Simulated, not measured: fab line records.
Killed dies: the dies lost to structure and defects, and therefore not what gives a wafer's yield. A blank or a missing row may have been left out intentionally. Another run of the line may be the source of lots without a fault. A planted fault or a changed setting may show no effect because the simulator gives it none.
Matching of chambers :: flow gf180mcu :: GF_V5_CVD_00 on hdpcvd-02 has 3 sister chambers
The step deposits SiO2, target thk 300 nm, time 50 s. 18 wafers are shown with their chamber, then 9 later ones without.

## WAFERS WITH THEIR CHAMBER
wafer: L791.2
chamber: 2
runLengthS (s): 79.2
susceptorTempC (C): 400.02
pressureMtorr (mTorr): 6.002

wafer: L791.4
chamber: 0
runLengthS (s): 77.5
susceptorTempC (C): 400.05
pressureMtorr (mTorr): 5.982

wafer: L791.6
chamber: 1
runLengthS (s): 77.4
susceptorTempC (C): 399.91
pressureMtorr (mTorr): 5.996

wafer: L793.1
chamber: 0
runLengthS (s): 77.6
susceptorTempC (C): 400.01
pressureMtorr (mTorr): 6.009

wafer: L793.2
chamber: 2
runLengthS (s): 79.1
susceptorTempC (C): 400.29
pressureMtorr (mTorr): 6.016

wafer: L793.5
chamber: 2
runLengthS (s): 78.2
susceptorTempC (C): 399.96
pressureMtorr (mTorr): 6.003

wafer: L794.1
chamber: 0
runLengthS (s): 77.5
susceptorTempC (C): 399.93
pressureMtorr (mTorr): 5.989

wafer: L794.4
chamber: 1
runLengthS (s): 77.4
susceptorTempC (C): 400.22
pressureMtorr (mTorr): 5.986

wafer: L794.6
chamber: 2
runLengthS (s): 78.1
susceptorTempC (C): 399.86
pressureMtorr (mTorr): 5.983

wafer: L798.2
chamber: 1
runLengthS (s): 77.9
susceptorTempC (C): 400.24
pressureMtorr (mTorr): 6.006

wafer: L798.5
chamber: 0
runLengthS (s): 78.1
susceptorTempC (C): 399.96
pressureMtorr (mTorr): 6.008

wafer: L798.6
chamber: 2
runLengthS (s): 78.2
susceptorTempC (C): 399.85
pressureMtorr (mTorr): 5.996

wafer: L802.1
chamber: 1
runLengthS (s): 77.5
susceptorTempC (C): 400.02
pressureMtorr (mTorr): 6.000

wafer: L802.2
chamber: 0
runLengthS (s): 77.4
susceptorTempC (C): 399.94
pressureMtorr (mTorr): 6.007

wafer: L802.5
chamber: 2
runLengthS (s): 78.4
susceptorTempC (C): 399.73
pressureMtorr (mTorr): 6.012

wafer: L803.3
chamber: 0
runLengthS (s): 77.6
susceptorTempC (C): 399.86
pressureMtorr (mTorr): 5.994

wafer: L803.4
chamber: 1
runLengthS (s): 77.4
susceptorTempC (C): 400.11
pressureMtorr (mTorr): 6.013

wafer: L803.5
chamber: 2
runLengthS (s): 78.2
susceptorTempC (C): 399.89
pressureMtorr (mTorr): 6.008

SIGNATURES (means of the wafers above)
reading: runLengthS
chamber 0: 77.617
chamber 1: 77.520
chamber 2: 78.486
scatter within a chamber: 0.345

reading: susceptorTempC
chamber 0: 399.9583
chamber 1: 400.1000
chamber 2: 399.9429
scatter within a chamber: 0.139

reading: pressureMtorr
chamber 0: 5.99817
chamber 1: 6.00020
chamber 2: 6.00286
scatter within a chamber: 0.0109
Rule: for each reading, subtract the chamber's mean from the wafer's reading, divide by that reading's scatter and square the result; add these up over the readings and take the root, which gives the wafer's distance from the chamber. If the next closest chamber is less than 2 further off than the closest, the wafer can't be placed; otherwise it belongs to the closest. The scatter is the square root of a quotient: the sum, over the shown wafers, of each reading's squared deviation from its chamber's mean, divided by wafers minus chambers.

## WAFERS WHOSE CHAMBER IS MISSING
wafer: L804.1
runLengthS (s): 78.0
susceptorTempC (C): 399.90
pressureMtorr (mTorr): 6.024

wafer: L804.3
runLengthS (s): 77.4
susceptorTempC (C): 399.70
pressureMtorr (mTorr): 6.006

wafer: L804.5
runLengthS (s): 78.1
susceptorTempC (C): 399.86
pressureMtorr (mTorr): 6.011

wafer: L812.1
runLengthS (s): 77.7
susceptorTempC (C): 399.94
pressureMtorr (mTorr): 6.013

wafer: L812.2
runLengthS (s): 77.8
susceptorTempC (C): 400.17
pressureMtorr (mTorr): 6.008

wafer: L812.3
runLengthS (s): 78.1
susceptorTempC (C): 400.37
pressureMtorr (mTorr): 5.987

wafer: L813.4
runLengthS (s): 77.5
susceptorTempC (C): 399.88
pressureMtorr (mTorr): 6.007

wafer: L813.5
runLengthS (s): 77.5
susceptorTempC (C): 400.44
pressureMtorr (mTorr): 6.000

wafer: L813.6
runLengthS (s): 78.1
susceptorTempC (C): 400.18
pressureMtorr (mTorr): 5.997

## WHICH CHAMBER EACH WENT THROUGH
wafer: L804.1
from the rows above: can't be placed: 2 or 0 or 1
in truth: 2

wafer: L804.3
from the rows above: can't be placed: 0 or 1 or 2
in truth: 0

wafer: L804.5
from the rows above: can't be placed: 2 or 0 or 1
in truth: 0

wafer: L812.1
from the rows above: can't be placed: 0 or 1 or 2
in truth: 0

wafer: L812.2
from the rows above: can't be placed: 1 or 0 or 2
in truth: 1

wafer: L812.3
from the rows above: can't be placed: 1 or 0 or 2
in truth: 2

wafer: L813.4
from the rows above: can't be placed: 0 or 1 or 2
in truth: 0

wafer: L813.5
from the rows above: can't be placed: 1 or 0
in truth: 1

wafer: L813.6
from the rows above: can't be placed: 1 or 2 or 0
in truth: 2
Placed correctly: 0 of 9. Cannot be placed on the basis of these rows: 9; the candidates contain the true chamber in 9. Number placed wrongly: 0.
